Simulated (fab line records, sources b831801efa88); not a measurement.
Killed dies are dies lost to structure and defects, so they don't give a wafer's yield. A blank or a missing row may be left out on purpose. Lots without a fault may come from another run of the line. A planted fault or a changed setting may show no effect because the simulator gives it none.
A struck lot beside a sound one | flow gf180mcu | 13 steps out of a route of 602
Sound: wafers L379.1, L379.4, L379.6. Struck: wafers L381.1, L381.2, L381.5. The cause comes at the end.
At each step with rows: each side's tool, then ch and its chambers, then its first start. Under that, the readings that differ: sound wafers | struck wafers | difference of the means | sigmas: that difference in standard deviations of wafers without a fault.
alike: readings whose means differ by less than 2 such deviations, and words and numbers that are the same on both sides. not compared: withheld readings, readings that some wafer has no value for, bounds like >300 that may hide the same value, and numbers for which the record gives no deviation and whose values overlap.
The two part at a step that has a row with sigmas, a row that says differs or no value, or rows on one side only. Numbers that don't overlap but have no deviation are shown without sigmas and don't part them. A reading that every wafer of one side lacks parts them only if that side has two wafers or more.

GF_V3_CD_MEAS_14: target cd 260 nm.
  sound on cd_sem-01, day 25 17:07; struck on cd_sem-01, day 26 03:52
  alike: cd_nm
GF_V3_OVL_MEAS_15:
  sound on overlay-02, day 25 17:14; struck on overlay-01, day 26 03:59
  alike: V3_OVL
GF_V3_ETCH_16: etches BARC in N2/H2.
  sound on rie_diel-03 ch 1,2,3, day 25 17:16; struck on rie_diel-04 ch 1,3, day 26 04:01
  reading                     | sound       | struck      | difference | sigmas
  drypump_motor_current_A (A) | 5.4 5.5 5.2 | 6.5 5.8 6.5 | +0.9       | +2
  alike: oes_product_au, throttle_valve_pct
GF_V3_ETCH_17: etches SiO2 in C4F8/O2/Ar, stops on TiN, target depth 635 nm.
  sound on rie_diel-03 ch 1,2,3; struck on rie_diel-04 ch 1,3
  alike: oes_product_au
GF_V3_STRIP_18: strips in O2/N2.
  sound on plasma_asher-01 ch 0,1, day 25 17:24; struck on plasma_asher-01 ch 0,1, day 26 04:09
  alike: drypump_motor_current_A, heater_power_w, oes_product_au
  not compared: rf_hours_counter_h
then, 3 steps without rows for these wafers: GF_V3_STRIP_19 (strips in post etch residue remover, time 1200 s); GF_V3_CLEAN_20 (cleans in DIW); GF_V3_SPUTTER_21 (material Ti, target thk 15 nm, time 80.02 s).
GF_V3_SPUTTER_22: material TiN, target thk 10 nm, time 40 s.
  sound on pvd_sputter-04, day 25 18:00; struck on pvd_sputter-04, day 26 04:50
  alike: throttle_valve_pct
GF_V3_CVD_23: deposits W, target thk 350 nm, time 104.9 s.
  sound on cvd_w-01 ch 1, day 25 18:02; struck on cvd_w-01 ch 0,1, day 26 04:53
  alike: heater_power_outer_w, heater_power_w
GF_V3_RS_MEAS_24: measures by four-point-probe.
  sound on film_metro-03, day 25 18:09; struck on film_metro-01, day 26 04:59
  alike: V3_W_RS
GF_V3_THK_MEAS_25: measures by xrf.
  sound on film_metro-03, day 25 18:16; struck on film_metro-01, day 26 05:07
  alike: V3_W_THK
GF_V3_CMP_26: polishes, stops on SiO2, t overpolish 15 s, target thk 0 nm.
  sound on cmp-01 ch 0,1, day 25 18:20; struck on cmp-01 ch 2,3, day 26 05:10
  no value came back on the struck wafers for any of 5 readings (edge_zone_pressure_frac, head_pressure_psi (psi) and others); on the sound wafers edge_zone_pressure_frac reads 0.997 0.998 0.998
  reading                          | sound | struck            | difference | sigmas
  model.W_of_V3_CVD_23.thk_nm (nm) | 0 0 0 | 347.4 349.7 352.7 | +349.9     |
  not compared: model.SiO2_of_V3_CVD_02.thk_nm

WHERE THEY PART
First at GF_V3_ETCH_16; last, within this record, at GF_V3_CMP_26.

WHY: what the simulator had put in
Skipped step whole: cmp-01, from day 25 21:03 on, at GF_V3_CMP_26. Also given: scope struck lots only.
